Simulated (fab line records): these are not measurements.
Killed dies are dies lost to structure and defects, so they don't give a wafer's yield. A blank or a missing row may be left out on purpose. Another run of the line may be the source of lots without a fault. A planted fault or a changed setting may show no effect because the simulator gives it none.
The tool behind it: which one? ; flow sky130 ; 36 wafers from 12 lots sampled at 4 of the route's 708 steps

WHAT THE GAUGES READ, wafer by wafer
SKY_VT_ADJUST_NCORE_TW_MEAS_11.
lot;measured;on;VT_ADJUST_NCORE_TW
L427;day 8 20:11;filmMetro-03;220.5 219.5 219.2
L428;day 8 22:58;filmMetro-03;220.6 220.8 219.8
L429;day 9 08:08;filmMetro-01;218.8 218.4 220.1
L430;day 9 20:46;filmMetro-04;219.8 219.9 222.2
L432;day 10 08:43;filmMetro-03;220.1 218.8 219.8
L437;day 11 15:14;filmMetro-01;218.3 219.0 218.7
L438;day 12 02:35;filmMetro-04;221.6 220.1 221.8
L440;day 12 11:56;filmMetro-01;217.8 218.6 216.8
L441;day 12 20:44;filmMetro-03;219.0 220.4 220.0
L446;day 14 09:41;filmMetro-04;221.3 221.8 221.2
L447;day 14 20:24;filmMetro-04;221.7 222.1 222.2
L448;day 14 23:24;filmMetro-04;222.2 222.5 221.8

SKY_VT_ADJUST_PCH_OVL_MEAS_07.
lot;measured;on;VT_ADJUST_PCH_OVL (nm)
L427;day 10 16:58;overlay-02;-3.1 -3.3 -2.3
L428;day 10 21:08;overlay-02;-4.0 -3.5 -3.9
L429;day 11 06:43;overlay-01;1.6 2.2 2.5
L430;day 11 19:59;overlay-02;-2.6 -1.6 -2.3
L432;day 12 09:28;overlay-02;-0.4 -0.9 -1.9
L437;day 13 17:53;overlay-01;-1.1 -1.2 -1.1
L438;day 14 04:38;overlay-02;1.4 0.5 2.0
L440;day 14 15:05;overlay-01;2.8 1.8 1.1
L441;day 14 23:55;overlay-02;0.2 0.0 -0.7
L446;day 16 15:20;overlay-01;0.1 -1.6 -0.2
L447;day 17 04:02;overlay-01;-0.6 0.9 -0.4
L448;day 17 07:17;overlay-01;-1.6 -2.2 -1.5

SKY_VT_ADJUST_PCH_TW_MEAS_10.
lot;measured;on;VT_ADJUST_PCH_TW
L427;day 10 17:15;filmMetro-03;142.9 142.4 142.7
L428;day 10 21:26;filmMetro-03;143.2 143.7 143.4
L429;day 11 06:59;filmMetro-03;143.4 143.7 143.2
L430;day 11 20:17;filmMetro-02;142.2 142.1 141.0
L432;day 12 09:44;filmMetro-01;142.3 142.1 141.2
L437;day 13 18:29;filmMetro-03;172.9 173.5 173.1
L438;day 14 04:56;filmMetro-02;142.7 141.9 142.4
L440;day 14 15:23;filmMetro-01;144.9 143.4 143.3
L441;day 15 00:12;filmMetro-01;142.9 143.2 142.5
L446;day 16 15:56;filmMetro-01;172.2 172.1 172.4
L447;day 17 04:48;filmMetro-01;171.7 171.7 172.0
L448;day 17 07:35;filmMetro-01;143.5 143.0 143.3

TOOL THAT RAN EACH LOT (tool first, then ch and the chambers of the sampled wafers, then the start)
lot;SKY_VT_ADJUST_PCH_IMPLANT_08
L427;implanter-04 ch 0, day 10 17:01
L428;implanter-04 ch 0, day 10 21:11
L429;implanter-02 ch 0, day 11 06:44
L430;implanter-02 ch 0, day 11 20:02
L432;implanter-02 ch 0, day 12 09:29
L437;implanter-01 ch 0, day 13 17:55
L438;implanter-02 ch 0, day 14 04:43
L440;implanter-04 ch 0, day 14 15:10
L441;implanter-02 ch 0, day 14 23:58
L446;implanter-02 ch 0, day 16 15:23
L447;implanter-01 ch 0, day 17 04:05
L448;implanter-01 ch 0, day 17 07:20
- SKY_VT_ADJUST_PCH_IMPLANT_08

AS READ BY THE TOOLS THEMSELVES (means over the sampled wafers that have a number; for cases with no such wafer, the mark the record gives instead)
SKY_VT_ADJUST_PCH_IMPLANT_08.
lot;tool;beamOnS (s)
L427;implanter-04;9.84
L428;implanter-04;10.18
L429;implanter-02;10.12
L430;implanter-02;10.18
L432;implanter-02;10.08
L437;implanter-01;9.98
L438;implanter-02;10.02
L440;implanter-04;10.10
L441;implanter-02;9.88
L446;implanter-02;9.94
L447;implanter-01;9.88
L448;implanter-01;9.90

THE ANSWER, worked out from the rows above alone
Rule: the usual values come from the lots themselves. Put in order of their means at a reading, lots are off if they are a third of the lots or fewer, leave a main group of 4 or more, and stand apart from it by a gap of 3 or more times the standard deviation of the main group's means; of several such gaps the widest counts. If all means in a main group match to the digits the tables above print for the reading, that group is not used. Also off: a lot with no number at a reading for which 4 or more lots have one. Where the step has rows for the other lots, those lots are counted as sound. The gauges are gone through in route order, then the tools' own readings, and for those a lot's mean is taken as printed above. At the first step where some lot is off, the reading lying furthest off is the one used; lots without a number count as furthest.
Off: L437, L446, L447, at SKY_VT_ADJUST_PCH_TW_MEAS_10 (VT_ADJUST_PCH_TW). Mean 142.8 and standard deviation 0.69 in the main group.
If a tool, at a process step before that reading, ran all the lots that are off and no sound lot after the first of them, it fits. The gauges at SKY_VT_ADJUST_PCH_TW_MEAS_10 are tried like those tools. Of those tried, none fits.

WHAT THE SIMULATOR HAD PUT IN
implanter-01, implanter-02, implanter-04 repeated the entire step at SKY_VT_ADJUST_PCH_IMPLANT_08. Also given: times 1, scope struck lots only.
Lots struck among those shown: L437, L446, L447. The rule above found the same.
